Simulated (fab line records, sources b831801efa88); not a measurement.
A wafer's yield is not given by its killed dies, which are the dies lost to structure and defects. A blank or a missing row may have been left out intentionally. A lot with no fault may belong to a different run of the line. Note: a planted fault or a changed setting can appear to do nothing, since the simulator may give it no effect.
fab line records | flow sky130
record: lots: 6 | wafers: 18 | last_day: 50
route steps=708 shown METAL1@457 VIA1@458
lots untouched by any fault: they come from a run of this same line in which no faults occurred
start_h: hours from the record's first day to the start of the lot's first wafer shown | wait_h: hours from the lot's prior step to this one | " identical to the entry in the row above | L1.1+2: one row covering several wafers at once | - no value, or no start was given | * or withheld: withheld | < > ~ a bound
route shown NAME@n: names a module that has steps shown in the file, with the first one's number in the route | usual: average and standard deviation across the fault-free wafers | same: alike in all rows | chamber/n: place in a boat | sites: each site's reading | _std_site: how widely they spread, as a standard deviation | _edge_site: mean of outer sites minus mean of inner sites | radius_mm: how far each site lies from the wafer's centre | mask NAME#n: copy n | behind: the last tool/chamber to shape the wafer | hold: why the lot was held/for how many hours/how that ended | device: whichever transistor did not switch (one of n, p or np) | end of line: tests of these same wafers at the route's end | step lacking rows: just its recipe | killed: count of dies lost to structure and defects at first sort (not the wafer's yield) | map: a wafer's dies, marking killed ones x, the rest . and places with no die _
set.NAME: the setting that was run; set.NAME@STEP: the one run at that earlier step | model.NAME: the simulator's own value behind a step, which no gauge read
certain route steps with their lots: each step a table, each wafer a row
services: the hour from which a tool's chamber was out of use, counted from the record's first day as start_h (under 0 if before that day), plus the number of hours and why
== steps ==
step: SKY_METAL1_CLEAN_23
recipe: chemistry: O3/DIW | dry: n2_spin
step: SKY_VIA1_HDPCVD_00
recipe: material: SiO2 | target_thk_nm: 1030 | sigma_open_frac: 0.3 | time_s: 171.7 | temp_c: 400 | sih4_flow_sccm: 60 | pressure_mtorr: 6
step: SKY_VIA1_THK_MEAS_01
recipe: reads: SiO2_of_VIA1_HDPCVD_00
usual: VIA1_HDPCVD_THK: 1029/10
lot.wafer | tool          | chamber | start_h | wait_h | VIA1_HDPCVD_THK[nm]
L426.4    | film_metro-04 | -       | 798.58  | 0.0    | 1039
L426.5    | "             | -       | "       | "      | 1029
L426.6    | "             | -       | "       | "      | 1048
L434.2    | film_metro-03 | -       | 855.52  | 0.1    | 1039
L434.3    | "             | -       | "       | "      | 1035
L434.6    | "             | -       | "       | "      | 1028
L435.1    | film_metro-04 | -       | 856.86  | 0.1    | 1036
L435.5    | "             | -       | "       | "      | 1037
L435.6    | "             | -       | "       | "      | 1023
L437.1    | film_metro-04 | -       | 874.89  | 0.1    | 1019
L437.2    | "             | -       | "       | "      | 1034
L437.5    | "             | -       | "       | "      | 1015
L443.1    | film_metro-04 | -       | 911.66  | 0.1    | 1037
L443.4    | "             | -       | "       | "      | 1020
L443.6    | "             | -       | "       | "      | 1037
L446.2    | film_metro-04 | -       | 933.17  | 0.1    | 1036
L446.3    | "             | -       | "       | "      | 1037
L446.6    | "             | -       | "       | "      | 1034
step: SKY_VIA1_CMP_02
recipe: material: SiO2 | down_force_psi: 4 | platen_rpm: 60 | pad_velocity_m_s: 0.94248
usual: motor_current_A: 12.4/1.7
lot.wafer | tool   | chamber | start_h | wait_h | motor_current_A
L426.4    | cmp-02 | 1       | 798.87  | 0.3    | 11.8
L426.6    | "      | 1       | "       | "      | 12.2
L426.5    | "      | 2       | "       | "      | 13.9
L434.3    | cmp-02 | 0       | 855.62  | 0.1    | 10.7
L434.2    | "      | 1       | "       | "      | 12.4
L434.6    | "      | 0       | "       | "      | 11.6
L435.1    | cmp-01 | 0       | 857.02  | 0.1    | 13.2
L435.5    | "      | 2       | "       | "      | 9.0
L435.6    | "      | 3       | "       | "      | 13.7
L437.2    | cmp-01 | 1       | 874.95  | 0.0    | 15.1
L437.1    | "      | 2       | "       | "      | 9.1
L437.5    | "      | 2       | "       | "      | 9.2
L443.4    | cmp-01 | 3       | 911.82  | 0.1    | 13.2
L443.1    | "      | 0       | "       | "      | 12.5
L443.6    | "      | 1       | "       | "      | 14.4
L446.3    | cmp-02 | 3       | 933.53  | 0.3    | 12.0
L446.2    | "      | 2       | "       | "      | 13.9
L446.6    | "      | 0       | "       | "      | 10.1
step: SKY_VIA1_BOW_MEAS_03
recipe: mode: bow
usual: VIA1_BOW: 80/6.6
lot.wafer | tool          | chamber | start_h | wait_h | VIA1_BOW[um]
L426.4    | film_metro-04 | -       | 799.23  | 0.3    | 68
L426.5    | "             | -       | "       | "      | 79
L426.6    | "             | -       | "       | "      | 80
L434.2    | film_metro-01 | -       | 855.89  | 0.2    | 73
L434.3    | "             | -       | "       | "      | 85
L434.6    | "             | -       | "       | "      | 83
L435.1    | film_metro-03 | -       | 857.22  | 0.1    | 79
L435.5    | "             | -       | "       | "      | 83
L435.6    | "             | -       | "       | "      | 89
L437.1    | film_metro-04 | -       | 875.25  | 0.2    | 77
L437.2    | "             | -       | "       | "      | 74
L437.5    | "             | -       | "       | "      | 78
L443.1    | film_metro-04 | -       | 912.02  | 0.1    | 86
L443.4    | "             | -       | "       | "      | 86
L443.6    | "             | -       | "       | "      | 89
L446.2    | film_metro-03 | -       | 933.86  | 0.1    | 84
L446.3    | "             | -       | "       | "      | 80
L446.6    | "             | -       | "       | "      | 81
step: SKY_VIA1_DEHYDRATE_04
recipe: temp_c: 200 | time_s: 60
step: SKY_VIA1_HMDS_05
recipe: prime_time_s: 60 | prime_temp_c: 120
step: SKY_VIA1_COAT_06
recipe: resist: BARC | temp_c: withheld | time_s: withheld | spin_rpm: 3000 | resist_thk_nm: 60
step: SKY_VIA1_COAT_07
recipe: resist: KrF-thick | spin_rpm: 3000 | resist_thk_nm: 450
step: SKY_VIA1_SOFTBAKE_08
recipe: temp_c: 100 | time_s: 90 | resist: KrF-thick
step: SKY_VIA1_EXPOSE_09
recipe: mask_id: VIM | na: 0.8 | source_shape: annular | sigma_inner: 0.55 | sigma_outer: 0.85 | target_cd_nm: 150 | dose_mj: 38
step: SKY_VIA1_PEB_10
recipe: peb_temp_c: withheld | peb_time_s: withheld | resist: KrF-thick
step: SKY_VIA1_DEVELOP_11
recipe: develop_time_s: 60 | resist: KrF-thick | dev_temp_c: 21
usual: chill_plate_temp_C: 22.99/0.098 | develop_time_s: 60/0 | developer_temp_C: 20.98/0.099
lot.wafer | tool           | chamber | start_h | wait_h | chill_plate_temp_C | develop_time_s | developer_temp_C | model.KrF-thick_of_VIA1_COAT_07.thk_nm
L426.4    | litho_track-02 | 0       | 825     | -      | 23.01              | 60             | 20.96            | 436.2
L426.5    | "              | 0       | "       | "      | 23.09              | 60             | 20.97            | 436.3
L426.6    | "              | 0       | "       | "      | 22.81              | 60             | 20.88            | 435.8
L434.2    | litho_track-01 | 0       | 882     | -      | 22.98              | 60             | 21.13            | 434.1
L434.3    | "              | 0       | "       | "      | 22.97              | 60             | 20.95            | 434.1
L434.6    | "              | 0       | "       | "      | 23.02              | 60             | 20.99            | 433.3
L435.1    | litho_track-04 | -       | 883     | -      | -                  | -              | -                | 448.8
L435.5    | "              | -       | "       | "      | -                  | -              | -                | 449.6
L435.6    | "              | -       | "       | "      | -                  | -              | -                | 449.3
L437.1    | litho_track-01 | -       | 900     | -      | -                  | -              | -                | 450.7
L437.2    | "              | -       | "       | "      | -                  | -              | -                | 450.2
L437.5    | "              | -       | 901     | -      | -                  | -              | -                | 450.4
L443.1    | litho_track-01 | 0       | 937     | -      | 22.88              | 60             | 20.94            | 435.9
L443.4    | "              | 0       | "       | "      | 22.84              | 60             | 21.02            | 437.6
L443.6    | "              | 0       | "       | "      | 22.84              | 60             | 20.99            | 438.1
L446.2    | litho_track-01 | 0       | 957     | -      | 22.85              | 60             | 21.06            | 433.9
L446.3    | "              | 0       | "       | "      | 22.86              | 60             | 21.11            | 434.7
L446.6    | "              | 0       | "       | "      | 23.00              | 60             | 21.10            | 433.5
step: SKY_VIA1_CD_MEAS_12
recipe: target_cd_nm: 150
usual: cd_nm: 150.5/2
lot.wafer | tool      | chamber | start_h | wait_h | cd_nm
L426.4    | cd_sem-01 | -       | 825.75  | -      | 154.2
L426.5    | "         | -       | "       | "      | 154.9
L426.6    | "         | -       | "       | "      | 153.9
L434.2    | cd_sem-01 | -       | 882.24  | -      | 150.0
L434.3    | "         | -       | "       | "      | 149.7
L434.6    | "         | -       | "       | "      | 149.8
L435.1    | cd_sem-01 | -       | 883.26  | -      | -
L435.5    | "         | -       | "       | "      | -
L435.6    | "         | -       | "       | "      | -
L437.1    | cd_sem-01 | -       | 901.12  | -      | -
L437.2    | "         | -       | "       | "      | -
L437.5    | "         | -       | "       | "      | -
L443.1    | cd_sem-01 | -       | 937.47  | -      | 147.9
L443.4    | "         | -       | "       | "      | 148.3
L443.6    | "         | -       | "       | "      | 147.7
L446.2    | cd_sem-01 | -       | 957.99  | -      | 150.1
L446.3    | "         | -       | "       | "      | 148.8
L446.6    | "         | -       | "       | "      | 150.9
== services ==
tool           | chamber | start_h | hours | kind
cmp-01         | -       | 782.30  | 0.8   | repair
cmp-01         | -       | 797.15  | 2.5   | repair
cmp-01         | -       | 805.97  | 0.5   | repair
cmp-01         | -       | 866.27  | 0.6   | repair
cmp-02         | -       | 870.84  | 2.4   | repair
cmp-02         | -       | 881.19  | 3.1   | repair
litho_track-02 | -       | 885.04  | -     | consumable_replace:filter
cmp-01         | -       | 912.25  | 4.0   | pm
cmp-01         | -       | 916.25  | -     | consumable_replace:conditioner
cmp-01         | -       | 916.25  | -     | consumable_replace:pad
cmp-01         | -       | 927.50  | 0.7   | repair
cmp-01         | -       | 928.57  | 6.1   | pm
== key ==
first_sign: step: SKY_VIA1_DEVELOP_11 | reading: tool_record | direction: missing
effect none on later readings
model_effect: step: SKY_VIA1_DEVELOP_11 | value: KrF-thick_of_VIA1_COAT_07.thk_nm | without: 435.8 | struck: 449.8
met_at SKY_VIA1_DEVELOP_11
struck_wafers L435.1,L435.5,L435.6,L437.1,L437.2,L437.5
later_rows_left_out L435.1,L435.5,L435.6,L437.1,L437.2,L437.5
sort_left_out L435.1,L435.5,L435.6,L437.1,L437.2,L437.5
onset_between 882 883
fault: kind: skipped_step_whole | tool: litho_track-01,litho_track-02,litho_track-04 | chamber: - | onset_h: 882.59 | steps: SKY_VIA1_DEVELOP_11 | scope: struck_lots_only
sort_left_out: the simulated sort isn't trusted on such a fault, so these wafers' sort isn't shown, and their yield isn't known
later_rows_left_out: the simulator's readings of these wafers behind a module that went badly wrong aren't trusted and aren't shown, but for the sort
